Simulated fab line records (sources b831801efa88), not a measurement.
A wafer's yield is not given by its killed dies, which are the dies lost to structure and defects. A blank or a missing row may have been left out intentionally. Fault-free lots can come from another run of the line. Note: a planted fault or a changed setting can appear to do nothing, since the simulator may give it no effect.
What tool caused it? + flow sky130 + Sampling: 11 lots, 33 wafers, 3 of 708 route steps

WHAT THE GAUGES READ, wafer by wafer
SKY_CONTACT_BOW_MEAS_05.
| lot  | measured     | on            | CONTACT_BOW (um) |
|------|--------------|---------------|------------------|
| L677 | day 32 02:01 | film_metro-03 | 78 75 82         |
| L678 | day 32 06:14 | film_metro-02 | 77 98 80         |
| L681 | day 32 15:50 | film_metro-04 | 86 68 84         |
| L682 | day 32 19:15 | film_metro-04 | 79 83 78         |
| L680 | day 32 21:34 | film_metro-03 | 81 78 70         |
| L683 | day 33 06:06 | film_metro-03 | 79 71 73         |
| L689 | day 35 07:25 | film_metro-03 | 88 86 87         |
| L695 | day 36 19:33 | film_metro-02 | 73 74 83         |
| L696 | day 36 21:26 | film_metro-04 | 87 75 72         |
| L698 | day 37 04:53 | film_metro-04 | 87 76 71         |
| L699 | day 37 11:38 | film_metro-03 | 68 75 70         |

SKY_CONTACT_OVL_MEAS_15.
| lot  | measured     | on         | CONTACT_OVL (nm) |
|------|--------------|------------|------------------|
| L677 | day 33 05:20 | overlay-02 | 0 -6 -6          |
| L678 | day 33 09:14 | overlay-01 | 3 7 9            |
| L681 | day 33 18:28 | overlay-01 | 3 6 7            |
| L682 | day 33 22:19 | overlay-01 | -3 -6 -3         |
| L680 | day 34 00:52 | overlay-02 | 5 0 4            |
| L683 | day 34 08:25 | overlay-02 | 16 13 8          |
| L689 | day 36 09:03 | overlay-01 | 2 0 3            |
| L695 | day 37 21:04 | overlay-02 | -6 -7 -10        |
| L696 | day 37 23:07 | overlay-02 | -4 -5 -4         |
| L698 | day 38 06:39 | overlay-02 | 7 14 17          |
| L699 | day 38 13:23 | overlay-01 | 7 5 1            |

SKY_VIA1_RS_MEAS_22: measures by four-point-probe.
| lot  | measured     | on            | VIA1_W_RS (ohm/sq) |
|------|--------------|---------------|--------------------|
| L677 | day 35 15:06 | film_metro-01 | 0.419 0.425 0.419  |
| L678 | day 35 18:09 | film_metro-01 | 0.432 0.431 0.438  |
| L681 | day 36 02:48 | film_metro-01 | 0.427 0.438 0.427  |
| L682 | day 36 06:41 | film_metro-01 | 0.420 0.419 0.422  |
| L680 | day 36 09:16 | film_metro-02 | 0.422 0.418 0.432  |
| L683 | day 36 16:35 | film_metro-02 | 0.435 0.429 0.428  |
| L689 | day 38 15:48 | film_metro-02 | 0.426 0.432 0.427  |
| L695 | day 40 03:40 | film_metro-01 | 0.421 0.421 0.421  |
| L696 | day 40 04:33 | film_metro-02 | 0.420 0.422 0.425  |
| L698 | day 40 12:59 | film_metro-01 | 0.432 0.431 0.434  |
| L699 | day 40 18:46 | film_metro-02 | 0.435 0.436 0.428  |

WHICH TOOL RAN EACH LOT (tool, then ch and the chambers of the sampled wafers, then the start)
There is no process step in the record ahead of these readings.

AS READ BY THE TOOLS THEMSELVES (means over the sampled wafers that have a number; for cases with no such wafer, the mark the record gives instead)
The record holds no such reading with a usual standard deviation.

THE ANSWER, worked out from the rows above alone
Rule: the usual values come from the lots themselves. Put in order of their means at a reading, lots are off if they are a third of the lots or fewer, leave a main group of 4 or more, and stand apart from it by a gap of 3 or more times the standard deviation of the main group's means; of several such gaps the widest counts. A main group is skipped when, at the precision printed for the reading in the tables above, its means are all equal. Also off: a lot with no number at a reading for which 4 or more lots have one. Any other lot the step has rows for is counted as sound. First the gauges in route order, then the tools' own readings, where a lot's mean is used as printed above. The first step at which some lot is off is used, and at that step the reading that is off furthest; a lot without a number counts as furthest.
Nothing can be told from this: no lot is off at any reading shown.

WHAT HAD BEEN PUT IN BY THE SIMULATOR
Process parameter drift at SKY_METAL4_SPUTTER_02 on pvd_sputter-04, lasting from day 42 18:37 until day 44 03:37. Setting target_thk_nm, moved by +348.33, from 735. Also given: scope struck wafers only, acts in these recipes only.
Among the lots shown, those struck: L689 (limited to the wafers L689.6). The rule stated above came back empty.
